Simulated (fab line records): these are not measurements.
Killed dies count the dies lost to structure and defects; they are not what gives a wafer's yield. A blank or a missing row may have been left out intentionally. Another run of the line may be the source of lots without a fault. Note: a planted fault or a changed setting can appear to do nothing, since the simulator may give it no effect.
One fault seen from 2 desks | flow gf180mcu | numbers are kept per desk, each desk with only its own; the story behind them comes last

THE TOOL OWNER'S DESK: litho-track-01
The tool's own readings at GF_NWELL_DEVELOP_06 (develop time 60 s): means of the sampled wafers that have a number, for each lot that ran on this tool. If a lot's mean is further than 4 standard deviations from the usual mean, the lot is out of limits and carries the mark OUT (the distance appears in the brackets).
Columns: A = chill-plate-temp-C at GF_NWELL_DEVELOP_06, usual 23.01 C
lot  | first seen here | A
L584 | day 3 17:00     | 23.03
L595 | day 6 07:00     | 23.09
L604 | day 8 08:00     | 23.00
This desk found nothing out of limits on any of the 3 lots.

FROM THE METROLOGY DESK
Means of the sampled wafers that have a number, per lot and without regard to the tool the lot ran on: this is what the gauges read. If a lot's mean is further than 4 standard deviations from the usual mean, the lot is out of limits and carries the mark OUT (the distance appears in the brackets).
Columns: A = cd-nm at GF_STI_CD_MEAS_12, usual 220.2 nm; B = VT_IMPLANT_02_OVL at GF_VT_IMPLANT_OVL_MEAS_29, usual -0.2 nm
lot  | first seen here | A     | B
L583 | day 2 07:01     | 221.4 | 0.4
L584 | day 2 11:55     | 220.3 | 1.4
L585 | day 2 17:34     | 221.0 | -1.9
L588 | day 3 09:40     | 218.3 | 0.5
L589 | day 3 14:51     | 219.3 | 0.6
L590 | day 3 18:29     | 220.1 | 0.1
L591 | day 3 23:43     | 220.5 | -2.4
L592 | day 4 04:52     | 219.3 | 0.9
L593 | day 4 09:32     | 218.0 | -0.8
L595 | day 4 21:03     | 220.7 | -0.5
L602 | day 6 09:09     | 222.2 | 0.2
L603 | day 6 13:17     | 219.3 | -0.9
L604 | day 6 18:54     | 218.4 | -0.2
L605 | day 7 01:59     | 221.4 | -1.3
This desk found nothing out of limits on any of the 14 lots.

BROUGHT TOGETHER
Nothing out of limits was seen by the tool owner's desk.
At the metrology desk, nothing out of limits was observed.

WHAT THE SIMULATOR HAD INSERTED
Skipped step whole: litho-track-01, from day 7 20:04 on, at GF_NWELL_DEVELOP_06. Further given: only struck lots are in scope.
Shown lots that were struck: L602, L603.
